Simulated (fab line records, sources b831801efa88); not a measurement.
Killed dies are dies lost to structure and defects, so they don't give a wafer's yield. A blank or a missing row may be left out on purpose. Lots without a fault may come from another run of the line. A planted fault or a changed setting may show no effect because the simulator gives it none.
fab line records | flow gf180mcu
record lots=5 wafers=15 last_day=34
route steps=602 shown V2@404 M3@409 V3@429
lots that met no fault: from a run of the same line without faults
start_h: hours from the record's first day to the start of the lot's first wafer shown | wait_h: hours since the lot's step before | " the same as in the row above | L1.1+2: a row that stands for several wafers | - no value, or no start given | * or withheld: withheld | < > ~ a bound
route shown NAME@n: a module of which the file shows steps, and the number in the route of the first | usual: mean/standard deviation of fault-free wafers | same: alike in all rows | chamber/n: place in a boat | sites: the reading at each site | _std_site: their standard deviation | _edge_site: outer sites' mean less inner sites' | radius_mm: how far each site lies from the wafer's centre | mask NAME#n: copy n | behind: the tool/chamber that last shaped the wafer | hold: why the lot was held/for how many hours/how that ended | device: the transistor (n, p or np) that didn't switch | end of line: the same wafers' tests at the end of the route | a step without rows: its recipe alone | killed: dies lost to structure and defects at the first sort, not the wafer's yield | map: a wafer's dies, x killed, . not, _ none there
set.NAME: the setting as run; set.NAME@STEP: as run at that earlier step | model.NAME: the simulator's own value behind a step, which no gauge read
lots at some steps of the route; a table a step, a row a wafer
services: from which hour (start_h, from the record's first day; less than 0 if before it) a tool's chamber was out of use, for how many hours, and why
## steps
# step GF_V2_SPUTTER_22
# recipe material=TiN target_thk_nm=10 chamber_pressure_pa=5 power_w=4000 time_s=40
# usual chamber_pressure_pa=5.001/0.0094 throttle_valve_pct=30.0/0.6
# columns lot.wafer tool chamber start_h wait_h chamber_pressure_pa throttle_valve_pct
L077.2 pvd_sputter-03 - 494.37 0.0 4.974 31.0
L077.3 " - " " 5.011 30.4
L077.4 " - " " 4.999 29.7
L079.2 pvd_sputter-02 - 515.85 0.0 5.005 30.6
L079.3 " - " " 5.012 29.0
L079.4 " - " " 5.004 30.4
L092.1 pvd_sputter-02 - 627.81 0.0 5.007 30.6
L092.3 " - " " 5.004 29.0
L092.5 " - " " 5.011 30.2
L096.2 pvd_sputter-03 - 647.00 0.0 4.991 30.6
L096.4 " - " " 4.999 30.7
L096.6 " - " " 5.002 29.1
L097.3 pvd_sputter-01 - 658.23 0.0 5.019 29.7
L097.4 " - " " 4.997 29.4
L097.5 " - " " 5.014 29.5
# step GF_V2_CVD_23
# recipe material=W target_thk_nm=350 time_s=104.94 temp_c=400 pressure_torr=40
# usual heater_power_w=805/82
# columns lot.wafer tool chamber start_h wait_h heater_power_w
L077.2 cvd_w-02 0 494.41 0.0 754
L077.3 " 1 " " 753
L077.4 " 0 " " 750
L079.2 cvd_w-02 0 515.89 0.0 748
L079.3 " 1 " " 775
L079.4 " 0 " " 753
L092.1 cvd_w-02 0 627.85 0.0 755
L092.3 " 1 " " 784
L092.5 " 0 " " 773
L096.2 cvd_w-01 0 647.03 0.0 973
L096.4 " 0 " " 971
L096.6 " 1 " " 762
L097.3 cvd_w-02 0 658.31 0.1 762
L097.4 " 1 " " 756
L097.5 " 0 " " 774
# step GF_V2_RS_MEAS_24
# recipe thk_meas_gauge=four-point-probe reads=W_of_V2_CVD_23+TiN_of_V2_SPUTTER_22+Ti_of_V2_SPUTTER_21
# usual V2_W_RS=0.327/0.0044
# columns lot.wafer tool chamber start_h wait_h V2_W_RS[ohm/sq]
L077.2 film_metro-03 - 494.54 0.1 0.320
L077.3 " - " " 0.321
L077.4 " - " " 0.320
L079.2 film_metro-04 - 516.02 0.1 0.323
L079.3 " - " " 0.327
L079.4 " - " " 0.324
L092.1 film_metro-01 - 627.96 0.1 0.323
L092.3 " - " " 0.323
L092.5 " - " " 0.323
L096.2 film_metro-03 - 647.17 0.1 0.331
L096.4 " - " " 0.334
L096.6 " - " " 0.330
L097.3 film_metro-03 - 658.42 0.1 0.323
L097.4 " - " " 0.326
L097.5 " - " " 0.326
# step GF_V2_THK_MEAS_25
# recipe thk_meas_gauge=xrf reads=W_of_V2_CVD_23
# usual V2_W_THK=347/5.8
# columns lot.wafer tool chamber start_h wait_h V2_W_THK[nm]
L077.2 film_metro-03 - 494.65 0.1 353
L077.3 " - " " 353
L077.4 " - " " 353
L079.2 film_metro-04 - 516.13 0.1 351
L079.3 " - " " 350
L079.4 " - " " 354
L092.1 film_metro-01 - 628.08 0.1 352
L092.3 " - " " 353
L092.5 " - " " 355
L096.2 film_metro-03 - 647.28 0.1 337
L096.4 " - " " 335
L096.6 " - " " 340
L097.3 film_metro-03 - 658.52 0.1 352
L097.4 " - " " 346
L097.5 " - " " 347
# step GF_V2_CMP_26
# recipe stop_on=SiO2 down_force_psi=3.5 platen_rpm=60 t_overpolish_s=15 target_thk_nm=0 pad_velocity_m_s=0.94248
# usual edge_zone_pressure_frac=1.000/0.0048 motor_current_A=10.7/0.81 overpolish_run_s=15.001/0.0097 slurry_filter_dp_kPa=13.50/0.14 time_to_endpoint_s=86/3
# columns lot.wafer tool chamber start_h wait_h edge_zone_pressure_frac motor_current_A overpolish_run_s slurry_filter_dp_kPa time_to_endpoint_s
L077.4 cmp-01 3 494.70 0.0 0.999 10.3 15.009 13.49 84
L077.2 " 1 " " 0.994 11.5 15.005 13.40 87
L077.3 " 2 " " 1.001 12.0 14.997 13.45 86
L079.4 cmp-02 1 516.18 0.0 0.989 11.3 14.989 13.50 81
L079.2 " 2 " " 0.995 11.2 15.001 13.42 86
L079.3 " 0 " " 1.006 10.1 15.002 13.47 88
L092.3 cmp-02 3 628.14 0.0 1.003 9.2 15.017 13.37 91
L092.1 " 1 " " 1.001 9.9 15.000 13.71 89
L092.5 " 3 " " 0.995 9.7 15.018 13.57 92
L096.4 cmp-02 0 647.43 0.1 1.007 10.1 14.999 13.78 89
L096.2 " 1 " " 0.998 11.6 14.991 13.38 91
L096.6 " 2 " " 1.004 12.0 15.002 13.48 93
L097.4 cmp-01 2 658.61 0.1 0.996 11.8 14.999 13.69 83
L097.3 " 0 " " 0.993 10.4 14.997 13.54 87
L097.5 " 2 " " 0.996 12.3 14.987 13.59 84
# step GF_M3_SPUTTER_00
# recipe material=Ti target_thk_nm=37.5 arriving_ion_energy_ev=80 substrate_temp_c=200 chamber_pressure_pa=2 power_w=4000 time_s=150
# usual chamber_pressure_pa=2.000/0.0043 throttle_valve_pct=30.1/0.77
# columns lot.wafer tool chamber start_h wait_h chamber_pressure_pa throttle_valve_pct
L077.2 pvd_sputter-02 - 495.00 0.1 1.992 30.3
L077.3 " - " " 1.998 30.5
L077.4 " - " " 1.999 29.1
L079.2 pvd_sputter-02 - 516.48 0.2 1.998 30.5
L079.3 " - " " 2.002 28.7
L079.4 " - " " 1.997 30.8
L092.1 pvd_sputter-02 - 628.44 0.1 1.996 30.4
L092.3 " - " " 2.004 30.3
L092.5 " - " " 2.011 30.4
L096.2 pvd_sputter-04 - 647.63 0.1 2.002 29.4
L096.4 " - " " 1.997 30.0
L096.6 " - " " 1.999 29.2
L097.3 pvd_sputter-02 - 658.86 0.1 2.000 30.8
L097.4 " - " " 1.998 28.8
L097.5 " - " " 1.998 30.2
# step GF_M3_SPUTTER_01
# recipe material=TiN target_thk_nm=30 power_w=6500 time_s=25 chamber_pressure_pa=0.4
# usual chamber_pressure_pa=0.4000/0.00079 throttle_valve_pct=30.1/0.74
# columns lot.wafer tool chamber start_h wait_h chamber_pressure_pa throttle_valve_pct
L077.2 pvd_sputter-02 - 495.10 0.1 0.4002 30.4
L077.3 " - " " 0.4003 30.4
L077.4 " - " " 0.3990 29.0
L079.2 pvd_sputter-02 - 516.58 0.1 0.4006 30.5
L079.3 " - " " 0.4007 29.0
L079.4 " - " " 0.3996 30.5
L092.1 pvd_sputter-02 - 628.54 0.1 0.3996 30.5
L092.3 " - " " 0.3983 30.4
L092.5 " - " " 0.4004 30.3
L096.2 pvd_sputter-04 - 647.73 0.1 0.4007 29.1
L096.4 " - " " 0.4002 30.0
L096.6 " - " " 0.3999 29.1
L097.3 pvd_sputter-02 - 658.96 0.1 0.3990 30.3
L097.4 " - " " 0.4007 29.0
L097.5 " - " " 0.3995 30.4
# step GF_M3_SPUTTER_02
# recipe material=AlCu target_thk_nm=450 power_w=10600 time_s=23.9 chamber_pressure_pa=0.4
# usual chamber_pressure_pa=0.4000/0.0008 throttle_valve_pct=30.1/0.73
# columns lot.wafer tool chamber start_h wait_h chamber_pressure_pa throttle_valve_pct
L077.2 pvd_sputter-02 - 495.13 0.0 0.4007 30.2
L077.3 " - " " 0.4007 30.6
L077.4 " - " " 0.4008 28.8
L079.2 pvd_sputter-02 - 516.61 0.0 0.3987 30.3
L079.3 " - " " 0.3999 29.5
L079.4 " - " " 0.3997 30.7
L092.1 pvd_sputter-02 - 628.57 0.0 0.3993 30.3
L092.3 " - " " 0.4003 30.3
L092.5 " - " " 0.4009 30.3
L096.2 pvd_sputter-04 - 647.76 0.0 0.4001 29.2
L096.4 " - " " 0.4003 30.0
L096.6 " - " " 0.4005 29.1
L097.3 pvd_sputter-02 - 658.99 0.0 0.3998 30.1
L097.4 " - " " 0.3990 29.4
L097.5 " - " " 0.3990 30.1
# step GF_M3_SPUTTER_03
# recipe material=Ti target_thk_nm=10 substrate_temp_c=300 chamber_pressure_pa=0.3 power_w=3000 time_s=6.7
# usual chamber_pressure_pa=0.3001/0.00068 throttle_valve_pct=30.1/0.74
# columns lot.wafer tool chamber start_h wait_h chamber_pressure_pa throttle_valve_pct
L077.2 pvd_sputter-02 - 495.16 0.0 0.3006 30.2
L077.3 " - " " 0.2994 30.5
L077.4 " - " " 0.3000 29.1
L079.2 pvd_sputter-02 - 516.64 0.0 0.3006 30.8
L079.3 " - " " 0.2993 28.9
L079.4 " - " " 0.2998 30.7
L092.1 pvd_sputter-02 - 628.60 0.0 0.3002 30.4
L092.3 " - " " 0.3005 30.4
L092.5 " - " " 0.3000 30.3
L096.2 pvd_sputter-04 - 647.79 0.0 0.2998 29.1
L096.4 " - " " 0.3010 29.8
L096.6 " - " " 0.2999 29.3
L097.3 pvd_sputter-02 - 659.02 0.0 0.3004 30.3
L097.4 " - " " 0.2995 28.9
L097.5 " - " " 0.3012 30.2
# step GF_M3_SPUTTER_04
# recipe material=TiN target_thk_nm=50 power_w=6500 time_s=41.7 chamber_pressure_pa=0.4
# usual chamber_pressure_pa=0.4000/0.00078 throttle_valve_pct=30.1/0.75
# columns lot.wafer tool chamber start_h wait_h chamber_pressure_pa throttle_valve_pct
L077.2 pvd_sputter-02 - 495.18 0.0 0.3991 30.4
L077.3 " - " " 0.4003 30.6
L077.4 " - " " 0.3999 28.9
L079.2 pvd_sputter-02 - 516.66 0.0 0.4005 30.3
L079.3 " - " " 0.3999 28.8
L079.4 " - " " 0.4006 30.8
L092.1 pvd_sputter-02 - 628.62 0.0 0.4008 30.7
L092.3 " - " " 0.3992 30.2
L092.5 " - " " 0.4002 30.4
L096.2 pvd_sputter-04 - 647.81 0.0 0.4006 29.2
L096.4 " - " " 0.3991 30.0
L096.6 " - " " 0.4000 28.9
L097.3 pvd_sputter-02 - 659.04 0.0 0.4006 30.3
L097.4 " - " " 0.4001 29.2
L097.5 " - " " 0.4004 30.3
# step GF_M3_RS_MEAS_05
# recipe thk_meas_gauge=four-point-probe reads=TiN_of_M3_SPUTTER_04+Ti_of_M3_SPUTTER_03+AlCu_of_M3_SPUTTER_02+TiN_of_M3_SPUTTER_01+Ti_of_M3_SPUTTER_00
# usual M3_ALCU_RS=0.0691/0.00079
# columns lot.wafer tool chamber start_h wait_h M3_ALCU_RS[ohm/sq]
L077.2 film_metro-02 - 495.24 0.0 0.0677
L077.3 " - " " 0.0684
L077.4 " - " " 0.0685
L079.2 film_metro-01 - 516.72 0.0 0.0695
L079.3 " - " " 0.0689
L079.4 " - " " 0.0695
L092.1 film_metro-04 - 628.66 0.0 0.0692
L092.3 " - " " 0.0686
L092.5 " - " " 0.0684
L096.2 film_metro-02 - 647.87 0.0 0.0683
L096.4 " - " " 0.0681
L096.6 " - " " 0.0691
L097.3 film_metro-01 - 659.12 0.1 0.0694
L097.4 " - " " 0.0700
L097.5 " - " " 0.0689
# step GF_M3_THK_MEAS_06
# recipe thk_meas_gauge=xrf reads=AlCu_of_M3_SPUTTER_02
# usual M3_ALCU_THK=456/5.7
# columns lot.wafer tool chamber start_h wait_h M3_ALCU_THK[nm]
L077.2 film_metro-02 - 495.35 0.1 468
L077.3 " - " " 462
L077.4 " - " " 464
L079.2 film_metro-01 - 516.83 0.1 454
L079.3 " - " " 460
L079.4 " - " " 458
L092.1 film_metro-04 - 628.78 0.1 451
L092.3 " - " " 455
L092.5 " - " " 455
L096.2 film_metro-02 - 647.98 0.1 464
L096.4 " - " " 463
L096.6 " - " " 458
L097.3 film_metro-01 - 659.22 0.1 453
L097.4 " - " " 452
L097.5 " - " " 460
# step GF_M3_DEHYDRATE_07
# recipe temp_c=200 time_s=60
# columns lot.wafer tool chamber start_h wait_h
L077.2+3+4 litho_track-01 0 506.80 11.4
L079.2+3+4 litho_track-01 0 528.04 11.2
L092.1+3+5 litho_track-03 0 638.26 9.5
L096.2+4+6 litho_track-01 0 657.34 9.4
L097.3+4+5 litho_track-04 0 668.83 9.6
# step GF_M3_HMDS_08
# recipe prime_time_s=60 prime_temp_c=120
# columns lot.wafer tool chamber start_h wait_h
L077.2+3+4 litho_track-01 0 506.95 0.1
L079.2+3+4 litho_track-01 0 528.19 0.1
L092.1+3+5 litho_track-03 0 638.41 0.1
L096.2+4+6 litho_track-01 0 657.49 0.1
L097.3+4+5 litho_track-04 0 668.98 0.1
# step GF_M3_COAT_09
# recipe resist=KrF spin_rpm=withheld resist_thk_nm=1000
# columns lot.wafer tool chamber start_h wait_h
L077.2+3+4 litho_track-01 0 507.10 0.1
L079.2+3+4 litho_track-01 0 528.34 0.1
L092.1+3+5 litho_track-03 0 638.56 0.1
L096.2+4+6 litho_track-01 0 657.64 0.1
L097.3+4+5 litho_track-04 0 669.13 0.1
# step GF_M3_SOFTBAKE_10
# recipe temp_c=130 time_s=60 resist=KrF
# columns lot.wafer tool chamber start_h wait_h
L077.2+3+4 litho_track-01 0 507.25 0.1
L079.2+3+4 litho_track-01 0 528.49 0.1
L092.1+3+5 litho_track-03 0 638.71 0.1
L096.2+4+6 litho_track-01 0 657.79 0.1
L097.3+4+5 litho_track-04 0 669.28 0.1
# step GF_M3_EXPOSE_11
# recipe mask_id=Metal3 target_cd_nm=280 na=0.68 source_shape=conventional sigma_outer=0.6 dose_mj=28
# columns lot.wafer tool chamber start_h wait_h mask
L077.2+3+4 krf_scanner-02 0 - - Metal3#0
L079.2+3+4 krf_scanner-02 0 - - Metal3#0
L092.1+3+5 krf_scanner-01 0 - - Metal3#0
L096.2+4+6 krf_scanner-02 0 - - Metal3#0
L097.3+4+5 krf_scanner-02 0 - - Metal3#0
# step GF_M3_PEB_12
# recipe peb_temp_c=135 peb_time_s=90 resist=KrF
# columns lot.wafer tool chamber start_h wait_h
L077.2+3+4 litho_track-03 0 - -
L079.2+3+4 litho_track-03 0 - -
L092.1+3+5 litho_track-03 0 - -
L096.2+4+6 litho_track-04 0 - -
L097.3+4+5 litho_track-04 0 - -
# step GF_M3_DEVELOP_13
# recipe develop_time_s=60 dev_temp_c=21
# columns lot.wafer tool chamber start_h wait_h
L077.2+3+4 litho_track-03 0 518.44 0.2
L079.2+3+4 litho_track-03 0 539.39 0.2
L092.1+3+5 litho_track-03 0 648.91 0.2
L096.2+4+6 litho_track-04 0 668.06 0.2
L097.3+4+5 litho_track-04 0 678.38 0.1
# step GF_M3_CD_MEAS_14
# recipe target_cd_nm=280
# usual cd_nm=279.6/1.3
# columns lot.wafer tool chamber start_h wait_h cd_nm
L077.2 cd_sem-01 - 518.58 0.1 281.2
L077.3 " - " " 280.7
L077.4 " - " " 281.4
L079.2 cd_sem-02 - 539.53 0.1 277.4
L079.3 " - " " 278.1
L079.4 " - " " 277.5
L092.1 cd_sem-02 - 649.06 0.1 281.3
L092.3 " - " " 281.4
L092.5 " - " " 282.0
L096.2 cd_sem-02 - 668.20 0.1 279.0
L096.4 " - " " 278.9
L096.6 " - " " 279.0
L097.3 cd_sem-01 - 678.52 0.1 279.6
L097.4 " - " " 278.0
L097.5 " - " " 279.3
# step GF_M3_OVL_MEAS_15
# usual M3_OVL=5/5.2
# columns lot.wafer tool chamber start_h wait_h M3_OVL[nm]
L077.2 overlay-01 - 518.69 0.1 5
L077.3 " - " " 10
L077.4 " - " " 7
L079.2 overlay-01 - 539.64 0.1 11
L079.3 " - " " 2
L079.4 " - " " 3
L092.1 overlay-01 - 649.18 0.1 11
L092.3 " - " " 2
L092.5 " - " " 12
L096.2 overlay-02 - 668.31 0.1 1
L096.4 " - " " 3
L096.6 " - " " 5
L097.3 overlay-02 - 678.62 0.1 0
L097.4 " - " " -2
L097.5 " - " " 2
# step GF_M3_METAL_ETCH_16
# recipe chemistry=Cl2/BCl3 mask_material=KrF target_depth_nm=750.8 stop_on=SiO2 pressure_mtorr=8 icp_w=800 bias_w=140 Cl2_flow_sccm=80 bcl3_flow_sccm=40 time_s=125.1
# usual drypump_motor_current_A=5.66/0.25 oes_product_au=0.988/0.0073 throttle_valve_pct=28.233/0.011
# columns lot.wafer tool chamber start_h wait_h drypump_motor_current_A oes_product_au rf_hours_counter_h throttle_valve_pct
L077.2 rie_metal-04 1 518.72 0.0 6.05 0.986 11 28.242
L077.3 " 0 " " 5.52 0.991 - 28.234
L077.4 " 1 " " 6.05 0.982 - 28.231
L079.2 rie_metal-03 0 539.67 0.0 5.99 0.988 13 28.240
L079.3 " 0 " " 5.96 0.998 - 28.231
L079.4 " 1 " " 5.84 0.973 - 28.229
L092.1 rie_metal-02 1 649.22 0.0 5.46 0.989 3 28.243
L092.3 " 0 " " 5.48 0.988 - 28.238
L092.5 " 1 " " 5.43 0.983 - 28.234
L096.2 rie_metal-04 1 668.34 0.0 6.05 0.989 0 28.227
L096.4 " 1 " " 6.06 0.984 - 28.234
L096.6 " 0 " " 5.49 0.996 - 28.220
L097.3 rie_metal-04 0 678.68 0.1 5.52 0.987 - 28.228
L097.4 " 1 " " 6.08 0.979 - 28.246
L097.5 " 1 " " 6.09 0.988 - 28.228
# step GF_M3_STRIP_17
# recipe chemistry=O2/N2 power_w=1400 pressure_mtorr=1500 platen_temp_c=250 o2_flow_sccm=3000 n2_flow_sccm=300 overash_fraction=0.5
# usual drypump_motor_current_A=5.8/0.49 heater_power_w=343/23 oes_product_au=0.538/0.0052 strip_time_to_endpoint_s=7.40/0.051
# columns lot.wafer tool chamber start_h wait_h drypump_motor_current_A heater_power_w oes_product_au rf_hours_counter_h strip_time_to_endpoint_s
L077.2 plasma_asher-01 1 518.85 0.1 6.3 338 0.540 88 7.39
L077.3 " 1 " " 6.3 348 0.542 - 7.37
L077.4 " 0 " " 5.3 339 0.542 - 7.38
L079.2 plasma_asher-04 1 539.80 0.1 6.5 385 0.542 44 7.39
L079.3 " 1 " " 6.5 389 0.534 - 7.36
L079.4 " 0 " " 5.6 315 0.537 - 7.44
L092.1 plasma_asher-04 1 649.34 0.1 6.5 376 0.542 55 7.45
L092.3 " 0 " " 5.6 313 0.533 - 7.41
L092.5 " 1 " " 6.5 379 0.534 - 7.41
L096.2 plasma_asher-01 1 668.47 0.1 6.3 342 0.541 103 7.40
L096.4 " 0 " " 5.3 353 0.536 - 7.49
L096.6 " 0 " " 5.3 350 0.545 - 7.40
L097.3 plasma_asher-01 1 678.80 0.1 6.3 347 0.542 - 7.34
L097.4 " 0 " " 5.3 343 0.538 - 7.42
L097.5 " 1 " " 6.3 348 0.538 - 7.41
# step GF_M3_STRIP_18
# recipe chemistry=post_etch_residue_remover time_s=1200 temp_c=72.5
# usual bath_heat_duty_pct=14.8/1.4
# columns lot.wafer tool chamber start_h wait_h bath_heat_duty_pct
L077.2 wet_bench-01 3 518.95 0.1 16.2
L077.3 " 3 " " 17.4
L077.4 " 3 " " 16.0
L079.2 wet_bench-01 2 539.90 0.1 15.4
L079.3 " 2 " " 17.1
L079.4 " 2 " " 15.1
L092.1 wet_bench-03 1 649.44 0.1 14.1
L092.3 " 1 " " 14.8
L092.5 " 1 " " 13.7
L096.2 wet_bench-03 3 668.57 0.1 15.0
L096.4 " 3 " " 15.9
L096.6 " 3 " " 14.3
L097.3 wet_bench-04 1 678.87 0.0 14.2
L097.4 " 1 " " 12.6
L097.5 " 1 " " 12.8
# step GF_M3_CLEAN_19
# recipe chemistry=DIW dry=n2_spin
# columns lot.wafer tool chamber start_h wait_h
L077.2+3+4 wet_bench-04 3 519.29 0.0
L079.2+3+4 wet_bench-04 1 540.24 0.0
L092.1+3+5 wet_bench-01 3 649.79 0.0
L096.2+4+6 wet_bench-01 3 669.25 0.0
L097.3+4+5 wet_bench-01 0 679.21 0.0
# step GF_V3_CVD_00
# recipe material=SiO2 target_thk_nm=600 sigma_open_frac=0.3 temp_c=400 time_s=100 sih4_flow_sccm=60 pressure_mtorr=6
# usual sih4_flow_sccm=60.00/0.19
# columns lot.wafer tool chamber start_h wait_h sih4_flow_sccm
L077.2 hdpcvd-02 1 519.39 0.0 59.97
L077.3 " 0 " " 60.22
L077.4 " 2 " " 60.04
L079.2 hdpcvd-02 2 540.34 0.0 60.27
L079.3 " 1 " " 60.08
L079.4 " 0 " " 59.99
L092.1 hdpcvd-02 0 649.88 0.0 59.72
L092.3 " 1 " " 60.16
L092.5 " 1 " " 59.95
L096.2 hdpcvd-01 1 669.34 0.0 60.06
L096.4 " 2 " " 60.15
L096.6 " 1 " " 59.84
L097.3 hdpcvd-01 2 679.30 0.0 60.33
L097.4 " 0 " " 60.12
L097.5 " 1 " " 59.92
# step GF_V3_THK_MEAS_01
# recipe reads=SiO2_of_V3_CVD_00
# usual V3_CVD_00_THK=599/5.9
# columns lot.wafer tool chamber start_h wait_h V3_CVD_00_THK[nm]
L077.2 film_metro-02 - 519.47 0.0 595
L077.3 " - " " 595
L077.4 " - " " 596
L079.2 film_metro-02 - 540.42 0.0 585
L079.3 " - " " 591
L079.4 " - " " 589
L092.1 film_metro-03 - 649.95 0.0 604
L092.3 " - " " 600
L092.5 " - " " 602
L096.2 film_metro-02 - 669.43 0.0 603
L096.4 " - " " 604
L096.6 " - " " 611
L097.3 film_metro-02 - 679.39 0.1 589
L097.4 " - " " 589
L097.5 " - " " 593
# step GF_V3_CVD_02
# recipe material=SiO2 target_thk_nm=850 precursor=TEOS temp_c=400 time_s=94.851 rf_w=600
# usual heater_power_w=696/85
# columns lot.wafer tool chamber start_h wait_h heater_power_w
L077.2 pecvd-02 1 519.52 0.0 869
L077.3 " 2 " " 782
L077.4 " 0 " " 651
L079.2 pecvd-02 1 540.47 0.0 867
L079.3 " 2 " " 768
L079.4 " 0 " " 785
L092.1 pecvd-02 0 650.01 0.1 701
L092.3 " 2 " " 645
L092.5 " 1 " " 877
L096.2 pecvd-03 0 669.48 0.0 592
L096.4 " 1 " " 662
L096.6 " 2 " " 678
L097.3 pecvd-03 1 679.43 0.0 671
L097.4 " 1 " " 712
L097.5 " 2 " " 551
# step GF_V3_THK_MEAS_03
# recipe reads=SiO2_of_V3_CVD_02
# usual V3_CVD_02_THK=855/11
# columns lot.wafer tool chamber start_h wait_h V3_CVD_02_THK[nm]
L077.2 film_metro-03 - 519.60 0.0 849
L077.3 " - " " 845
L077.4 " - " " 863
L079.2 film_metro-03 - 540.55 0.0 842
L079.3 " - " " 846
L079.4 " - " " 854
L092.1 film_metro-02 - 650.08 0.0 857
L092.3 " - " " 845
L092.5 " - " " 854
L096.2 film_metro-04 - 669.56 0.0 870
L096.4 " - " " 862
L096.6 " - " " 867
L097.3 film_metro-04 - 679.52 0.1 843
L097.4 " - " " 868
L097.5 " - " " 853
# step GF_V3_CMP_04
# recipe material=SiO2 down_force_psi=4 platen_rpm=60 pad_velocity_m_s=0.94248
# usual edge_zone_pressure_frac=1.000/0.0053 motor_current_A=11.7/0.85 slurry_filter_dp_kPa=13.51/0.14 time_to_endpoint_s=84/5.4
# columns lot.wafer tool chamber start_h wait_h edge_zone_pressure_frac motor_current_A slurry_filter_dp_kPa time_to_endpoint_s
L077.2 cmp-01 3 519.65 0.0 1.005 10.4 13.35 74
L077.4 " 0 " " 1.005 12.0 13.49 82
L077.3 " 1 " " 0.999 12.6 13.50 73
L079.4 cmp-02 1 540.60 0.0 1.005 11.7 13.82 83
L079.3 " 2 " " 1.005 12.7 13.42 84
L079.2 " 0 " " 1.008 11.2 13.56 81
L092.3 cmp-02 0 651.02 0.9 1.001 11.3 13.66 83
L092.1 " 1 " " 1.004 11.6 13.72 86
L092.5 " 3 " " 1.008 10.3 13.75 88
L096.2 cmp-01 1 669.69 0.1 0.995 11.8 13.44 86
L096.4 " 3 " " 0.998 11.0 13.67 82
L096.6 " 1 " " 1.002 12.6 13.45 86
L097.4 cmp-01 0 679.61 0.1 0.995 12.2 13.63 90
L097.3 " 2 " " 1.002 13.1 13.59 79
L097.5 " 0 " " 0.995 12.0 13.46 85
# step GF_V3_BOW_MEAS_05
# recipe mode=bow
# usual V3_BOW=116/10
# columns lot.wafer tool chamber start_h wait_h V3_BOW[um]
L077.2 film_metro-04 - 519.97 0.3 112
L077.3 " - " " 122
L077.4 " - " " 111
L079.2 film_metro-03 - 540.92 0.1 114
L079.3 " - " " 121
L079.4 " - " " 124
L092.1 film_metro-02 - 651.22 0.1 108
L092.3 " - " " 119
L092.5 " - " " 114
L096.2 film_metro-04 - 669.96 0.2 121
L096.4 " - " " 130
L096.6 " - " " 125
L097.3 film_metro-02 - 679.90 0.1 114
L097.4 " - " " 125
L097.5 " - " " 109
# step GF_V3_DEHYDRATE_06
# recipe temp_c=200 time_s=60
# columns lot.wafer tool chamber start_h wait_h
L077.2+3+4 litho_track-02 0 531.10 11.1
L079.2+3+4 litho_track-04 0 551.86 10.9
L092.1+3+5 litho_track-04 0 660.28 9.0
L096.2+4+6 litho_track-02 0 678.50 8.5
L097.3+4+5 litho_track-01 0 689.27 9.3
# step GF_V3_HMDS_07
# recipe prime_time_s=60 prime_temp_c=120
# columns lot.wafer tool chamber start_h wait_h
L077.2+3+4 litho_track-02 0 531.25 0.1
L079.2+3+4 litho_track-04 0 552.01 0.1
L092.1+3+5 litho_track-04 0 660.43 0.1
L096.2+4+6 litho_track-02 0 678.65 0.1
L097.3+4+5 litho_track-01 0 689.42 0.1
# step GF_V3_COAT_08
# recipe resist=BARC temp_c=withheld time_s=withheld spin_rpm=withheld resist_thk_nm=withheld
# columns lot.wafer tool chamber start_h wait_h
L077.2+3+4 litho_track-02 0 531.40 0.1
L079.2+3+4 litho_track-04 0 552.16 0.1
L092.1+3+5 litho_track-04 0 660.58 0.1
L096.2+4+6 litho_track-02 0 678.80 0.1
L097.3+4+5 litho_track-01 0 689.57 0.1
# step GF_V3_COAT_09
# recipe resist=KrF spin_rpm=withheld resist_thk_nm=1000
# columns lot.wafer tool chamber start_h wait_h
L077.2+3+4 litho_track-02 0 - -
L079.2+3+4 litho_track-04 0 - -
L092.1+3+5 litho_track-04 0 - -
L096.2+4+6 litho_track-02 0 - -
L097.3+4+5 litho_track-01 0 - -
# step GF_V3_SOFTBAKE_10
# recipe temp_c=130 time_s=60 resist=KrF
# columns lot.wafer tool chamber start_h wait_h
L077.2+3+4 litho_track-02 0 - -
L079.2+3+4 litho_track-04 0 - -
L092.1+3+5 litho_track-04 0 - -
L096.2+4+6 litho_track-02 0 - -
L097.3+4+5 litho_track-01 0 - -
# step GF_V3_EXPOSE_11
# recipe mask_id=Via3 target_cd_nm=260 na=0.68 source_shape=conventional sigma_outer=0.6 dose_mj=38
# columns lot.wafer tool chamber start_h wait_h mask
L077.2+3+4 krf_scanner-02 0 - - Via3#0
L079.2+3+4 krf_scanner-01 0 - - Via3#0
L092.1+3+5 krf_scanner-02 0 - - Via3#0
L096.2+4+6 krf_scanner-02 0 - - Via3#0
L097.3+4+5 krf_scanner-02 0 - - Via3#0
# step GF_V3_PEB_12
# recipe peb_temp_c=135 peb_time_s=90 resist=KrF
# columns lot.wafer tool chamber start_h wait_h
L077.2+3+4 litho_track-01 0 - -
L079.2+3+4 litho_track-04 0 - -
L092.1+3+5 litho_track-01 0 - -
L096.2+4+6 litho_track-01 0 - -
L097.3+4+5 litho_track-02 0 - -
# step GF_V3_DEVELOP_13
# recipe develop_time_s=60 resist=KrF dev_temp_c=21
# columns lot.wafer tool chamber start_h wait_h
L077.2+3+4 litho_track-01 0 542.74 0.2
L079.2+3+4 litho_track-04 0 562.71 0.2
L092.1+3+5 litho_track-01 0 671.17 0.2
L096.2+4+6 litho_track-01 0 689.09 0.2
L097.3+4+5 litho_track-02 0 698.97 0.1
# step GF_V3_CD_MEAS_14
# recipe target_cd_nm=260
# usual cd_nm=260.0/1.3
# columns lot.wafer tool chamber start_h wait_h cd_nm
L077.2 cd_sem-02 - 542.89 0.1 260.6
L077.3 " - " " 261.1
L077.4 " - " " 259.1
L079.2 cd_sem-01 - 562.85 0.1 259.6
L079.3 " - " " 259.1
L079.4 " - " " 258.3
L092.1 cd_sem-02 - 671.32 0.1 262.5
L092.3 " - " " 261.1
L092.5 " - " " 260.9
L096.2 cd_sem-01 - 689.24 0.1 261.5
L096.4 " - " " 260.4
L096.6 " - " " 261.7
L097.3 cd_sem-01 - 699.11 0.1 260.5
L097.4 " - " " 260.1
L097.5 " - " " 259.6
## services
# columns tool chamber start_h hours kind
krf_scanner-02 - 483.62 0.8 repair
pvd_sputter-04 - 491.37 1.8 repair
cmp-02 - 500.81 3.5 repair
cmp-02 - 519.55 3.6 repair
krf_scanner-02 - 545.28 1.3 pm
krf_scanner-02 - 555.20 1.0 pm
cmp-01 - 562.74 6.3 pm
cmp-01 - 572.00 4.0 pm
cmp-02 - 590.50 1.2 repair
cmp-02 - 594.95 1.4 repair
cmp-02 - 601.24 3.7 pm
cmp-01 - 607.15 0.9 repair
cmp-01 - 619.88 1.1 repair
cmp-02 - 631.15 4.8 repair
krf_scanner-02 - 633.79 0.8 pm
cmp-02 - 636.48 0.3 repair
cmp-01 - 637.01 5.9 pm
pvd_sputter-02 - 642.55 11.0 repair
cmp-01 - 647.03 5.5 repair
cmp-01 - 648.20 5.9 repair
krf_scanner-02 - 648.78 0.2 repair
cmp-01 - 650.83 4.2 repair
krf_scanner-02 - 667.44 1.0 repair
pvd_sputter-02 - 676.62 7.3 repair
## key
fault none
